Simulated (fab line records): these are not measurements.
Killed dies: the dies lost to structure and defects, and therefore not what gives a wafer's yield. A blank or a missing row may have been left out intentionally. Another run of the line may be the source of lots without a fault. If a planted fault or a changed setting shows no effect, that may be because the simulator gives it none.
fab line records -- flow sky130
[record] lots = 5, wafers = 23
route steps=708 shown FIELD_ISO@2 NWELL@33 DNWELL@37 PWDE@53 VT_ADJUST_LVTN@100
start-h: hours from the record's first day to the start of the lot's first wafer shown -- wait-h: how many hours have passed since the lot's step before this one -- " unchanged from the row above -- L1.1+2: several wafers, shown together as one row -- - no value present, or no start provided -- * or withheld: withheld -- < > ~ a bound
route shown NAME@n: names a module that has steps shown in the file, with the first one's number in the route -- usual: mean and standard deviation over wafers with no fault -- same: alike in all rows -- chamber/n: place in a boat -- sites: the reading at each site -- _std_site: how widely they spread, as a standard deviation -- _edge_site: inner sites' mean taken away from outer sites' mean -- radius-mm: for every site, how far away it sits from the centre of the wafer -- mask NAME#n: copy n -- behind: the last tool/chamber to shape the wafer -- hold: reason for holding the lot/hours on hold/outcome of the hold -- device: which transistor (n, p or np) failed to switch -- end of line: the tests these same wafers got at the end of their route -- a step given without rows: its recipe and nothing more -- killed: the dies lost at the first sort to structure and to defects; this is not the yield of the wafer -- map: per-die view of a wafer (x killed, . not killed, _ where there is no die)
set.NAME: the setting as run; set.NAME@STEP: as run at that earlier step -- model.NAME: the simulator's own value behind a step, which no gauge read
one table per step and one row per wafer, for lots whose settings were changed on purpose
[[steps]]
[step SKY_FIELD_ISO_OXIDATION_01]
[recipe] temp-c = 900, ambient = O2, stabilise-s = 600, purge-s = 300, target-thk-a = 120, ox-time-s = 1843
lot.wafer,tool,chamber,start-h,wait-h,set.ox-time-s,model.SiO2_of_FIELD_ISO_OXIDATION_01.thk-nm
L075.1,-,-,-,4.2,2015,12.66
L075.2+4,-,-,-,4.2,2015,12.36
L075.3,-,-,-,4.2,2015,12.44
L075.6,-,-,-,4.2,2015,12.32
L077.2,furnace-01,0,29.02,4.0,1843,11.73
L077.3,furnace-01,0,29.02,4.0,1843,11.56
L077.5,furnace-01,0,29.02,4.0,1843,11.63
L079.1+2,-,-,-,1.3,1735,11.11
L079.4,-,-,-,1.3,1735,11.01
L079.5,-,-,-,1.3,1735,10.96
L079.6,-,-,-,1.3,1735,10.9
L081.1,-,-,-,6.4,1773,11.52
L081.2,-,-,-,6.4,1773,11.55
L081.3,-,-,-,6.4,1773,11.49
L081.4,-,-,-,6.4,1773,11.77
L081.6,-,-,-,6.4,1773,11.45
L085.1+4,-,-,-,1.9,1773,11.15
L085.2+5,-,-,-,1.9,1773,11.12
L085.6,-,-,-,1.9,1773,11.11
[step SKY_FIELD_ISO_ETCH_14]
[recipe] chemistry = N2/H2, target = BARC, ion-energy-ev = 200, source-w = 500, bias-w = 100, pressure-mtorr = 30, n2-flow-sccm = 100, h2-flow-sccm = 200, stop-on = SiO2, time-s = 45.9, target-depth-a = 600
lot.wafer,tool,chamber,start-h,wait-h,set.source-w,model.KrF-thick_of_FIELD_ISO_COAT_08.thk-nm
L075.1,rie-diel-03,3,36.93,0.1,500,392
L075.2,rie-diel-03,1,36.93,0.1,485,393.1
L075.3,rie-diel-03,2,36.93,0.1,500,392.1
L075.4,rie-diel-03,0,36.93,0.1,485,392.6
L075.6,rie-diel-03,1,36.93,0.1,485,393.3
L077.2,rie-diel-03,2,46.16,0.1,500,392.7
L077.3,rie-diel-03,3,46.16,0.1,500,393.1
L077.5,rie-diel-03,3,46.16,0.1,500,393.5
L079.1,rie-diel-03,2,56.30,0.1,500,391.6
L079.2,rie-diel-03,0,56.30,0.1,500,391.4
L079.4,rie-diel-03,1,56.30,0.1,500,392.2
L079.5,rie-diel-03,3,56.30,0.1,500,393.6
L079.6,rie-diel-03,0,56.30,0.1,500,392.1
L081.1,rie-diel-02,3,69.21,0.1,500,393.8
L081.2,rie-diel-02,2,69.21,0.1,500,391.6
L081.3,rie-diel-02,1,69.21,0.1,500,392.2
L081.4,rie-diel-02,0,69.21,0.1,475.1,393.9
L081.6,rie-diel-02,1,69.21,0.1,475.1,394.7
L085.1,rie-diel-03,0,86.23,0.1,554,387
L085.2,rie-diel-03,1,86.23,0.1,500,393.9
L085.4,rie-diel-03,3,86.23,0.1,500,392.1
L085.5,rie-diel-03,0,86.23,0.1,554,387.7
L085.6,rie-diel-03,3,86.23,0.1,554,388.3
[step SKY_FIELD_ISO_OXIDATION_22]
[recipe] temp-c = 950, ambient = O2, stabilise-s = 600, purge-s = 300, target-thk-a = 100, ox-time-s = 623
lot.wafer,tool,chamber,start-h,wait-h,set.temp-c,model.SiO2_of_FIELD_ISO_OXIDATION_22.thk-nm
L075.1,-,-,-,4.4,972.8,12.91
L075.2,-,-,-,4.4,972.8,13.01
L075.3,-,-,-,4.4,972.8,13.05
L075.4,-,-,-,4.4,972.8,12.9
L075.6,-,-,-,4.4,972.8,12.95
L077.2,furnace-01,0,54.44,7.7,950,10.02
L077.3,furnace-01,0,54.44,7.7,950,10.01
L077.5,furnace-01,0,54.44,7.7,950,9.969
L079.1+4,-,-,-,4.5,962.4,11.54
L079.2,-,-,-,4.5,962.4,11.67
L079.5,-,-,-,4.5,962.4,11.44
L079.6,-,-,-,4.5,962.4,11.51
L081.1,-,-,-,2.2,950,9.93
L081.2,-,-,-,2.2,950,9.939
L081.3,-,-,-,2.2,950,10.12
L081.4,-,-,-,2.2,950,10.16
L081.6,-,-,-,2.2,950,10.17
L085.1,-,-,-,0.0,977.9,13.79
L085.2,-,-,-,0.0,977.9,13.71
L085.4,-,-,-,0.0,977.9,13.78
L085.5,-,-,-,0.0,977.9,13.6
L085.6,-,-,-,0.0,977.9,13.88
[step SKY_FIELD_ISO_THK_MEAS_23]
[recipe] reads = SiO2_of_FIELD_ISO_OXIDATION_22
[usual] FIELD_ISO_OXIDATION_01_THK = 9.88/0.22
lot.wafer,tool,chamber,start-h,wait-h,set.temp-c@FIELD_ISO_OXIDATION_22,FIELD_ISO_OXIDATION_01_THK[nm]
L075.1,film-metro-04,-,-,-,972.8,12.91
L075.2,film-metro-04,-,-,-,972.8,13.03
L075.3,film-metro-04,-,-,-,972.8,13.08
L075.4,film-metro-04,-,-,-,972.8,12.88
L075.6,film-metro-04,-,-,-,972.8,12.95
L077.2,film-metro-03,-,55.62,0.0,950,9.99
L077.3,film-metro-03,-,55.62,0.0,950,10.00
L077.5,film-metro-03,-,55.62,0.0,950,9.94
L079.1,film-metro-01,-,-,-,962.4,11.53
L079.2,film-metro-01,-,-,-,962.4,11.67
L079.4,film-metro-01,-,-,-,962.4,11.53
L079.5,film-metro-01,-,-,-,962.4,11.43
L079.6,film-metro-01,-,-,-,962.4,11.50
L081.1,film-metro-03,-,-,-,950,10.00
L081.2,film-metro-03,-,-,-,950,9.94
L081.3,film-metro-03,-,-,-,950,10.11
L081.4,film-metro-03,-,-,-,950,10.11
L081.6,film-metro-03,-,-,-,950,10.19
L085.1,film-metro-01,-,-,-,977.9,13.84
L085.2,film-metro-01,-,-,-,977.9,13.72
L085.4,film-metro-01,-,-,-,977.9,13.77
L085.5,film-metro-01,-,-,-,977.9,13.56
L085.6,film-metro-01,-,-,-,977.9,13.89
[step SKY_NWELL_OXIDATION_01]
[recipe] temp-c = 900, ambient = O2, stabilise-s = 600, purge-s = 300, target-thk-a = 100, ox-time-s = 1418
lot.wafer,tool,chamber,start-h,wait-h,set.ox-time-s,model.SiO2_of_NWELL_OXIDATION_01.thk-nm
L075.1+3,-,-,-,7.0,1548,10.61
L075.2+6,-,-,-,7.0,1548,10.6
L075.4,-,-,-,7.0,1548,10.72
L077.2,furnace-01,0,65.50,2.4,1418,9.881
L077.3,furnace-01,0,65.50,2.4,1418,9.757
L077.5,furnace-01,0,65.50,2.4,1418,9.758
L079.1,-,-,-,2.7,1561,10.88
L079.2,-,-,-,2.7,1561,11.01
L079.4,-,-,-,2.7,1561,10.95
L079.5,-,-,-,2.7,1561,10.94
L079.6,-,-,-,2.7,1561,10.9
L081.1,-,-,-,0.5,1574,10.9
L081.2,-,-,-,0.5,1574,10.72
L081.3,-,-,-,0.5,1574,10.64
L081.4,-,-,-,0.5,1574,10.76
L081.6,-,-,-,0.5,1574,10.74
L085.1,-,-,-,2.5,1210,8.792
L085.2,-,-,-,2.5,1210,8.765
L085.4,-,-,-,2.5,1210,8.806
L085.5,-,-,-,2.5,1210,8.712
L085.6,-,-,-,2.5,1210,8.664
[step SKY_NWELL_THK_MEAS_02]
[recipe] reads = SiO2_of_NWELL_OXIDATION_01
[usual] NWELL_OXIDATION_THK = 10.03/0.14
lot.wafer,tool,chamber,start-h,wait-h,set.ox-time-s@NWELL_OXIDATION_01,NWELL_OXIDATION_THK[nm]
L075.1,film-metro-02,-,-,-,1548,10.67
L075.2,film-metro-02,-,-,-,1548,10.64
L075.3,film-metro-02,-,-,-,1548,10.66
L075.4,film-metro-02,-,-,-,1548,10.69
L075.6,film-metro-02,-,-,-,1548,10.60
L077.2,film-metro-01,-,66.90,0.0,1418,9.90
L077.3,film-metro-01,-,66.90,0.0,1418,9.75
L077.5,film-metro-01,-,66.90,0.0,1418,9.76
L079.1,film-metro-01,-,-,-,1561,10.88
L079.2,film-metro-01,-,-,-,1561,11.02
L079.4,film-metro-01,-,-,-,1561,10.96
L079.5,film-metro-01,-,-,-,1561,10.94
L079.6,film-metro-01,-,-,-,1561,10.95
L081.1,film-metro-04,-,-,-,1574,10.93
L081.2,film-metro-04,-,-,-,1574,10.72
L081.3,film-metro-04,-,-,-,1574,10.63
L081.4,film-metro-04,-,-,-,1574,10.75
L081.6,film-metro-04,-,-,-,1574,10.72
L085.1,film-metro-02,-,-,-,1210,8.80
L085.2,film-metro-02,-,-,-,1210,8.76
L085.4,film-metro-02,-,-,-,1210,8.90
L085.5,film-metro-02,-,-,-,1210,8.71
L085.6,film-metro-02,-,-,-,1210,8.61
[step SKY_DNWELL_COAT_02]
[recipe] spin-rpm = 2000, resist-thk-nm = 3000
lot.wafer,tool,chamber,start-h,wait-h,set.spin-rpm,model.coat_of_DNWELL_COAT_02.thk-nm
L075.1,litho-track-02,0,64.84,0.1,2000,3001
L075.2+3+6,litho-track-02,0,64.84,0.1,2000,3002
L075.4,litho-track-02,0,64.84,0.1,2000,3007
L077.2,litho-track-02,0,73.91,0.1,2000,3001
L077.3,litho-track-02,0,73.91,0.1,2000,3007
L077.5,litho-track-02,0,73.91,0.1,2000,3008
L079.1,litho-track-02,0,79.19,0.1,1941,3043
L079.2,litho-track-02,0,79.19,0.1,1941,3041
L079.4,litho-track-02,0,79.19,0.1,1941,3045
L079.5,litho-track-02,0,79.19,0.1,2000,2998
L079.6,litho-track-02,0,79.19,0.1,2000,3007
L081.1,litho-track-01,0,85.74,0.1,2067,2948
L081.2,litho-track-01,0,85.74,0.1,2000,3005
L081.3,litho-track-01,0,85.74,0.1,2067,2952
L081.4,litho-track-01,0,85.74,0.1,2067,2958
L081.6,litho-track-01,0,85.74,0.1,2000,2995
L085.1,litho-track-01,0,105.44,0.1,2000,3018
L085.2,litho-track-01,0,105.44,0.1,1882,3110
L085.4,litho-track-01,0,105.44,0.1,2000,3016
L085.5+6,litho-track-01,0,105.44,0.1,1882,3100
[step SKY_DNWELL_SOFTBAKE_03]
[recipe] temp-c = 110, time-s = withheld
[step SKY_DNWELL_EXPOSE_04]
[recipe] mask-id = DNM, na = 0.57, target-cd-nm = 3000, dose-mj = 222
[step SKY_DNWELL_DEVELOP_06]
[recipe] wall-angle-deg = 90, developer = TMAH, develop-time-s = 60, dev-temp-c = 23
[step SKY_DNWELL_IMPLANT_07]
[recipe] species = P, energy-kev = withheld, dose-cm2 = withheld, tilt-deg = withheld
[step SKY_DNWELL_STRIP_08]
[recipe] chemistry = O2/N2, power-w = 1400, pressure-mtorr = 1500, platen-temp-c = withheld, o2-flow-sccm = 3000, n2-flow-sccm = 300, overash-fraction = 0.5
[usual] strip-time-to-endpoint-s = 36.96/0.08
lot.wafer,tool,chamber,start-h,wait-h,set.spin-rpm@DNWELL_COAT_02,strip-time-to-endpoint-s
L075.1,plasma-asher-02,0,72.79,0.1,2000,36.93
L075.2,plasma-asher-02,1,72.79,0.1,2000,36.94
L075.3,plasma-asher-02,1,72.79,0.1,2000,36.94
L075.4,plasma-asher-02,0,72.79,0.1,2000,36.99
L075.6,plasma-asher-02,1,72.79,0.1,2000,36.95
L077.2,plasma-asher-02,1,82.59,0.1,2000,36.92
L077.3,plasma-asher-02,0,82.59,0.1,2000,37.00
L077.5,plasma-asher-02,1,82.59,0.1,2000,37.00
L079.1,plasma-asher-03,0,88.64,0.1,1941,37.42
L079.2,plasma-asher-03,1,88.64,0.1,1941,37.38
L079.4,plasma-asher-03,1,88.64,0.1,1941,37.44
L079.5,plasma-asher-03,0,88.64,0.1,2000,36.90
L079.6,plasma-asher-03,1,88.64,0.1,2000,36.99
L081.1,plasma-asher-01,1,94.24,0.1,2067,36.35
L081.2,plasma-asher-01,0,94.24,0.1,2000,36.97
L081.3,plasma-asher-01,0,94.24,0.1,2067,36.39
L081.4,plasma-asher-01,1,94.24,0.1,2067,36.41
L081.6,plasma-asher-01,1,94.24,0.1,2000,36.83
L085.1,plasma-asher-02,0,115.39,0.1,2000,37.11
L085.2,plasma-asher-02,1,115.39,0.1,1882,38.16
L085.4,plasma-asher-02,0,115.39,0.1,2000,37.11
L085.5,plasma-asher-02,1,115.39,0.1,1882,38.06
L085.6,plasma-asher-02,0,115.39,0.1,1882,38.07
[step SKY_PWDE_IMPLANT_08]
[recipe] species = B, energy-kev = 150, dose-cm2 = 3.6e+12, tilt-deg = withheld
lot.wafer,tool,chamber,start-h,wait-h,set.energy-kev,model.implant.rp-nm,model.implant.drp-nm
L075.1+2+6,implanter-03,0,89.47,0.0,150,440.7,97.97
L075.3+4,implanter-03,0,89.47,0.0,154.2,450.4,99.09
L077.2+3+5,implanter-03,0,99.59,0.0,150,435.9,97.97
L079.1+4+5,implanter-02,0,105.57,0.0,143,412.9,96.23
L079.2+6,implanter-02,0,105.57,0.0,150,428.6,97.97
L081.1+2+3+4+6,implanter-02,0,112.03,0.0,150,441.7,97.97
L085.1+5,implanter-04,0,133.68,0.0,156,466.3,99.58
L085.2+4+6,implanter-04,0,133.68,0.0,150,452,97.97
[step SKY_NWELL_COAT_05]
[recipe] spin-rpm = 2000, resist-thk-nm = 3000
lot.wafer,tool,chamber,start-h,wait-h,set.resist-thk-nm,model.coat_of_NWELL_COAT_05.thk-nm
L075.1+6,litho-track-03,0,97.63,0.1,3000,2982
L075.2,litho-track-03,0,97.63,0.1,3000,2987
L075.3,litho-track-03,0,97.63,0.1,3000,2990
L075.4,litho-track-03,0,97.63,0.1,3000,2989
L077.2,litho-track-03,0,108.05,0.1,3000,2985
L077.3,litho-track-03,0,108.05,0.1,3000,2994
L077.5,litho-track-03,0,108.05,0.1,3000,2993
L079.1,litho-track-02,0,114.54,0.1,3000,2992
L079.2,litho-track-02,0,114.54,0.1,2820,2813
L079.4,litho-track-02,0,114.54,0.1,2820,2820
L079.5,litho-track-02,0,114.54,0.1,2820,2821
L079.6,litho-track-02,0,114.54,0.1,3000,3003
L081.1,litho-track-04,0,121.51,0.1,3107,3109
L081.2,litho-track-04,0,121.51,0.1,3107,3115
L081.3,litho-track-04,0,121.51,0.1,3000,3002
L081.4,litho-track-04,0,121.51,0.1,3000,2998
L081.6,litho-track-04,0,121.51,0.1,3107,3104
L085.1,litho-track-03,0,143.63,0.1,2901,2875
L085.2,litho-track-03,0,143.63,0.1,2901,2885
L085.4,litho-track-03,0,143.63,0.1,3000,2979
L085.5,litho-track-03,0,143.63,0.1,3000,2989
L085.6,litho-track-03,0,143.63,0.1,2901,2890
[step SKY_NWELL_SOFTBAKE_06]
[recipe] temp-c = 110, time-s = withheld
[step SKY_NWELL_EXPOSE_07]
[recipe] mask-id = NWM, na = 0.6, source-shape = conventional, sigma-outer = 0.6, polarization = unpolarized, target-cd-nm = 840, dose-mj = 255
[step SKY_NWELL_IMPLANT_12]
[recipe] species = P, energy-kev = 120, dose-cm2 = 1.3e+12, tilt-deg = withheld
[step SKY_NWELL_IMPLANT_13]
[recipe] species = P, energy-kev = 50, dose-cm2 = 7e+11, tilt-deg = withheld
[step SKY_NWELL_STRIP_14]
[recipe] chemistry = O2/N2, power-w = 1400, pressure-mtorr = 1500, platen-temp-c = withheld, o2-flow-sccm = 3000, n2-flow-sccm = 300, overash-fraction = 0.5
[usual] strip-time-to-endpoint-s = 36.88/0.12
lot.wafer,tool,chamber,start-h,wait-h,set.resist-thk-nm@NWELL_COAT_05,strip-time-to-endpoint-s
L075.1,plasma-asher-04,0,107.41,0.1,3000,36.70
L075.2,plasma-asher-04,1,107.41,0.1,3000,36.76
L075.3,plasma-asher-04,0,107.41,0.1,3000,36.78
L075.4,plasma-asher-04,1,107.41,0.1,3000,36.77
L075.6,plasma-asher-04,1,107.41,0.1,3000,36.69
L077.2,plasma-asher-04,1,118.32,0.1,3000,36.73
L077.3,plasma-asher-04,1,118.32,0.1,3000,36.82
L077.5,plasma-asher-04,1,118.32,0.1,3000,36.82
L079.1,plasma-asher-02,0,125.29,0.1,3000,36.84
L079.2,plasma-asher-02,1,125.29,0.1,2820,34.78
L079.4,plasma-asher-02,0,125.29,0.1,2820,34.85
L079.5,plasma-asher-02,0,125.29,0.1,2820,34.86
L079.6,plasma-asher-02,1,125.29,0.1,3000,36.95
L081.1,plasma-asher-03,1,130.76,0.1,3107,38.15
L081.2,plasma-asher-03,0,130.76,0.1,3107,38.24
L081.3,plasma-asher-03,0,130.76,0.1,3000,36.93
L081.4,plasma-asher-03,1,130.76,0.1,3000,36.90
L081.6,plasma-asher-03,1,130.76,0.1,3107,38.09
L085.1,plasma-asher-03,1,153.14,0.1,2901,35.46
L085.2,plasma-asher-03,0,153.14,0.1,2901,35.58
L085.4,plasma-asher-03,1,153.14,0.1,3000,36.66
L085.5,plasma-asher-03,0,153.14,0.1,3000,36.77
L085.6,plasma-asher-03,1,153.14,0.1,2901,35.67
[step SKY_NWELL_COAT_18]
[recipe] spin-rpm = 2000, resist-thk-nm = 3000
lot.wafer,tool,chamber,start-h,wait-h,set.resist-thk-nm,model.coat_of_NWELL_COAT_18.thk-nm
L075.1,litho-track-02,0,115.89,0.1,3000,2990
L075.2,litho-track-02,0,115.89,0.1,3114,3114
L075.3,litho-track-02,0,115.89,0.1,3114,3099
L075.4,litho-track-02,0,115.89,0.1,3114,3108
L075.6,litho-track-02,0,115.89,0.1,3000,2987
L077.2,litho-track-03,0,127.35,0.1,3000,2998
L077.3,litho-track-03,0,127.35,0.1,3000,3003
L077.5,litho-track-03,0,127.35,0.1,3000,2995
L079.1,litho-track-02,0,133.99,0.1,3000,2998
L079.2,litho-track-02,0,133.99,0.1,2868,2853
L079.4,litho-track-02,0,133.99,0.1,2868,2858
L079.5,litho-track-02,0,133.99,0.1,3000,2995
L079.6,litho-track-02,0,133.99,0.1,2868,2860
L081.1,litho-track-02,0,140.13,0.1,3179,3180
L081.2,litho-track-02,0,140.13,0.1,3000,3003
L081.3,litho-track-02,0,140.13,0.1,3179,3170
L081.4,litho-track-02,0,140.13,0.1,3000,2999
L081.6,litho-track-02,0,140.13,0.1,3000,3001
L085.1,litho-track-03,0,162.88,0.1,2894,2874
L085.2,litho-track-03,0,162.88,0.1,2894,2887
L085.4,litho-track-03,0,162.88,0.1,2894,2881
L085.5,litho-track-03,0,162.88,0.1,3000,2983
L085.6,litho-track-03,0,162.88,0.1,3000,2985
[step SKY_NWELL_IMPLANT_24]
[recipe] species = B, energy-kev = 140, dose-cm2 = 9.2e+12, tilt-deg = withheld
lot.wafer,tool,chamber,start-h,wait-h,set.dose-cm2
L075.1+4+6,implanter-01,0,126.12,0.0,9.516e+12
L075.2+3,implanter-01,0,126.12,0.0,9.2e+12
L077.2+3+5,implanter-01,0,136.60,0.0,9.2e+12
L079.1+2+4,implanter-04,0,143.79,0.0,8.877e+12
L079.5+6,implanter-04,0,143.79,0.0,9.2e+12
L081.1+2,implanter-01,0,149.41,0.0,9.694e+12
L081.3+4+6,implanter-01,0,149.41,0.0,9.2e+12
L085.1+5+6,implanter-01,0,172.76,0.0,9.44e+12
L085.2+4,implanter-01,0,172.76,0.0,9.2e+12
[step SKY_NWELL_STRIP_25]
[recipe] chemistry = O2/N2, power-w = 1400, pressure-mtorr = 1500, platen-temp-c = withheld, o2-flow-sccm = 3000, n2-flow-sccm = 300, overash-fraction = 0.5
[usual] strip-time-to-endpoint-s = 36.91/0.13
lot.wafer,tool,chamber,start-h,wait-h,set.resist-thk-nm@NWELL_COAT_18,strip-time-to-endpoint-s
L075.1,plasma-asher-04,1,126.27,0.1,3000,36.80
L075.2,plasma-asher-04,0,126.27,0.1,3114,38.22
L075.3,plasma-asher-04,1,126.27,0.1,3114,38.03
L075.4,plasma-asher-04,0,126.27,0.1,3114,38.14
L075.6,plasma-asher-04,0,126.27,0.1,3000,36.76
L077.2,plasma-asher-03,1,136.72,0.1,3000,36.89
L077.3,plasma-asher-03,0,136.72,0.1,3000,36.96
L077.5,plasma-asher-03,0,136.72,0.1,3000,36.85
L079.1,plasma-asher-04,1,143.94,0.1,3000,36.89
L079.2,plasma-asher-04,0,143.94,0.1,2868,35.26
L079.4,plasma-asher-04,0,143.94,0.1,2868,35.28
L079.5,plasma-asher-04,0,143.94,0.1,3000,36.85
L079.6,plasma-asher-04,1,143.94,0.1,2868,35.29
L081.1,plasma-asher-02,0,149.56,0.1,3179,38.96
L081.2,plasma-asher-02,1,149.56,0.1,3000,36.96
L081.3,plasma-asher-02,0,149.56,0.1,3179,38.85
L081.4,plasma-asher-02,1,149.56,0.1,3000,36.90
L081.6,plasma-asher-02,0,149.56,0.1,3000,36.92
L085.1,plasma-asher-04,0,172.91,0.1,2894,35.46
L085.2,plasma-asher-04,1,172.91,0.1,2894,35.60
L085.4,plasma-asher-04,0,172.91,0.1,2894,35.54
L085.5,plasma-asher-04,0,172.91,0.1,3000,36.69
L085.6,plasma-asher-04,1,172.91,0.1,3000,36.74
[step SKY_NWELL_CLEAN_27]
[recipe] chemistry = SC1/SC2, mix = 1:4:20, temp-c = 70, time-s = 150, dry = n2-spin
lot.wafer,tool,chamber,start-h,wait-h,set.ox-time-s@NWELL_OXIDATION_01,model.SiO2_of_NWELL_OXIDATION_01.thk-nm
L075.1+2+3,wet-bench-02,1,126.43,0.1,1548,10.27
L075.4,wet-bench-02,1,126.43,0.1,1548,10.38
L075.6,wet-bench-02,1,126.43,0.1,1548,10.26
L077.2,wet-bench-02,0,136.88,0.0,1418,9.543
L077.3,wet-bench-02,0,136.88,0.0,1418,9.418
L077.5,wet-bench-02,0,136.88,0.0,1418,9.419
L079.1,wet-bench-02,0,144.10,0.1,1561,10.55
L079.2,wet-bench-02,0,144.10,0.1,1561,10.67
L079.4,wet-bench-02,0,144.10,0.1,1561,10.61
L079.5,wet-bench-02,0,144.10,0.1,1561,10.6
L079.6,wet-bench-02,0,144.10,0.1,1561,10.56
L081.1,wet-bench-02,0,149.72,0.1,1574,10.56
L081.2,wet-bench-02,0,149.72,0.1,1574,10.38
L081.3,wet-bench-02,0,149.72,0.1,1574,10.31
L081.4,wet-bench-02,0,149.72,0.1,1574,10.43
L081.6,wet-bench-02,0,149.72,0.1,1574,10.4
L085.1,wet-bench-04,2,173.07,0.1,1210,8.45
L085.2,wet-bench-04,2,173.07,0.1,1210,8.424
L085.4,wet-bench-04,2,173.07,0.1,1210,8.462
L085.5,wet-bench-04,2,173.07,0.1,1210,8.372
L085.6,wet-bench-04,2,173.07,0.1,1210,8.323
[step SKY_VT_ADJUST_LVTN_SOFTBAKE_03]
[recipe] temp-c = 110, time-s = withheld
lot.wafer,tool,chamber,start-h,wait-h,set.temp-c
L075.1+3,litho-track-02,0,155.08,0.1,110
L075.2+4+6,litho-track-02,0,155.08,0.1,108.5
L077.2+3+5,litho-track-01,0,166.17,0.1,110
L079.1+2,litho-track-04,0,173.46,0.1,110
L079.4+5+6,litho-track-04,0,173.46,0.1,111.4
L081.1+2+3+4+6,litho-track-02,0,179.73,0.1,110
L085.1+5,litho-track-02,0,205.33,0.1,112
L085.2+4+6,litho-track-02,0,205.33,0.1,110
[step SKY_VT_ADJUST_LVTN_EXPOSE_04]
[recipe] mask-id = NWM_COMPLEMENT_LESS_NATIVE, na = 0.6, source-shape = conventional, sigma-outer = 0.6, polarization = unpolarized, target-cd-nm = 840, dose-mj = 194
[step SKY_VT_ADJUST_LVTN_PEB_05]
[recipe] temp-c = 115, time-s = withheld
[step SKY_VT_ADJUST_LVTN_DEVELOP_06]
[recipe] wall-angle-deg = 90, developer = TMAH, develop-time-s = 60, dev-temp-c = 23
lot.wafer,tool,chamber,start-h,wait-h,set.temp-c@VT_ADJUST_LVTN_SOFTBAKE_03,model.coat_of_VT_ADJUST_LVTN_COAT_02.thk-nm
L075.1,litho-track-04,0,-,-,110,2983
L075.2,litho-track-04,0,-,-,108.5,2997
L075.3,litho-track-04,0,-,-,110,2984
L075.4,litho-track-04,0,-,-,108.5,2996
L075.6,litho-track-04,0,-,-,108.5,3007
L077.2,litho-track-04,0,-,-,110,2999
L077.3,litho-track-04,0,-,-,110,2990
L077.5,litho-track-04,0,-,-,110,2985
L079.1,litho-track-04,0,-,-,110,3007
L079.2,litho-track-04,0,-,-,110,3009
L079.4,litho-track-04,0,-,-,111.4,2993
L079.5,litho-track-04,0,-,-,111.4,2999
L079.6,litho-track-04,0,-,-,111.4,2986
L081.1,litho-track-02,0,-,-,110,2985
L081.2+4+6,litho-track-02,0,-,-,110,2988
L081.3,litho-track-02,0,-,-,110,2983
L085.1,litho-track-04,0,-,-,112,2984
L085.2,litho-track-04,0,-,-,110,3000
L085.4,litho-track-04,0,-,-,110,3005
L085.5,litho-track-04,0,-,-,112,2988
L085.6,litho-track-04,0,-,-,110,3008
[step SKY_VT_ADJUST_LVTN_IMPLANT_19]
[recipe] species = B, energy-kev = 30, dose-cm2 = 6.5e+11, tilt-deg = withheld
lot.wafer,tool,chamber,start-h,wait-h,set.energy-kev,model.implant.rp-nm,model.implant.drp-nm
L075.1+6,implanter-01,0,185.62,0.0,31.21,102.6,44.22
L075.2+3+4,implanter-01,0,185.62,0.0,30,98.69,42.97
L077.2+3+5,implanter-03,0,197.47,0.0,30,98.36,42.97
L079.1+2+4+5+6,implanter-01,0,205.59,0.0,30,97.41,42.97
L081.1+2+3+4+6,implanter-03,0,211.62,0.0,30,95.44,42.97
L085.1+2+5,implanter-03,0,238.99,0.0,30,99.42,42.97
L085.4+6,implanter-03,0,238.99,0.0,30.48,101,43.48
[[key]]
[split] step = SKY_FIELD_ISO_OXIDATION_01, setting = ox-time-s, stated = 1843, by = lot
[response] step = SKY_FIELD_ISO_OXIDATION_01, reading = model.SiO2_of_FIELD_ISO_OXIDATION_01.thk-nm, change = +0.0877, per = 1%, r = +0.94
[split] step = SKY_FIELD_ISO_ETCH_14, setting = source-w, stated = 500, by = wafer
[response] step = SKY_FIELD_ISO_ETCH_14, reading = model.KrF-thick_of_FIELD_ISO_COAT_08.thk-nm, change = -0.459, per = 1%, r = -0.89
[split] step = SKY_FIELD_ISO_OXIDATION_22, setting = temp-c, stated = 950, by = lot
[response] step = SKY_FIELD_ISO_OXIDATION_22, reading = model.SiO2_of_FIELD_ISO_OXIDATION_22.thk-nm, change = +1.25, per = 1%, r = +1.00
[response] step = SKY_FIELD_ISO_THK_MEAS_23, reading = FIELD_ISO_OXIDATION_01_THK, change = +1.25, per = 1%, r = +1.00
[split] step = SKY_NWELL_OXIDATION_01, setting = ox-time-s, stated = 1418, by = lot
[response] step = SKY_NWELL_OXIDATION_01, reading = model.SiO2_of_NWELL_OXIDATION_01.thk-nm, change = +0.0824, per = 1%, r = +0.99
[response] step = SKY_NWELL_THK_MEAS_02, reading = NWELL_OXIDATION_THK, change = +0.0825, per = 1%, r = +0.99
[response] step = SKY_NWELL_CLEAN_27, reading = model.SiO2_of_NWELL_OXIDATION_01.thk-nm, change = +0.0826, per = 1%, r = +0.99
[split] step = SKY_DNWELL_COAT_02, setting = spin-rpm, stated = 2000, by = wafer
[response] step = SKY_DNWELL_COAT_02, reading = model.coat_of_DNWELL_COAT_02.thk-nm, change = -14.4, per = 1%, r = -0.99
[response] step = SKY_DNWELL_STRIP_08, reading = strip-time-to-endpoint-s, change = *, per = 1%, r = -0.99
[split] step = SKY_PWDE_IMPLANT_08, setting = energy-kev, stated = 150, by = wafer
[response] step = SKY_PWDE_IMPLANT_08, reading = model.implant.rp-nm, change = +3.45, per = 1%, r = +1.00
[response] step = SKY_PWDE_IMPLANT_08, reading = model.implant.drp-nm, change = +0.388, per = 1%, r = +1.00
[split] step = SKY_NWELL_COAT_05, setting = resist-thk-nm, stated = 3000, by = wafer
[response] step = SKY_NWELL_COAT_05, reading = model.coat_of_NWELL_COAT_05.thk-nm, change = +30.3, per = 1%, r = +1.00
[response] step = SKY_NWELL_STRIP_14, reading = strip-time-to-endpoint-s, change = *, per = 1%, r = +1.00
[split] step = SKY_NWELL_COAT_18, setting = resist-thk-nm, stated = 3000, by = wafer
[response] step = SKY_NWELL_COAT_18, reading = model.coat_of_NWELL_COAT_18.thk-nm, change = +30.2, per = 1%, r = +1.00
[response] step = SKY_NWELL_STRIP_25, reading = strip-time-to-endpoint-s, change = *, per = 1%, r = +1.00
[split] step = SKY_NWELL_IMPLANT_24, setting = dose-cm2, stated = 9.2e+12, by = wafer
response none clear
[split] step = SKY_VT_ADJUST_LVTN_SOFTBAKE_03, setting = temp-c, stated = 110, by = wafer
[response] step = SKY_VT_ADJUST_LVTN_DEVELOP_06, reading = model.coat_of_VT_ADJUST_LVTN_COAT_02.thk-nm, change = -11.1, per = 1%, r = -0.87
[split] step = SKY_VT_ADJUST_LVTN_IMPLANT_19, setting = energy-kev, stated = 30, by = wafer
[response] step = SKY_VT_ADJUST_LVTN_IMPLANT_19, reading = model.implant.rp-nm, change = +0.959, per = 1%, r = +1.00
[response] step = SKY_VT_ADJUST_LVTN_IMPLANT_19, reading = model.implant.drp-nm, change = +0.311, per = 1%, r = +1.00
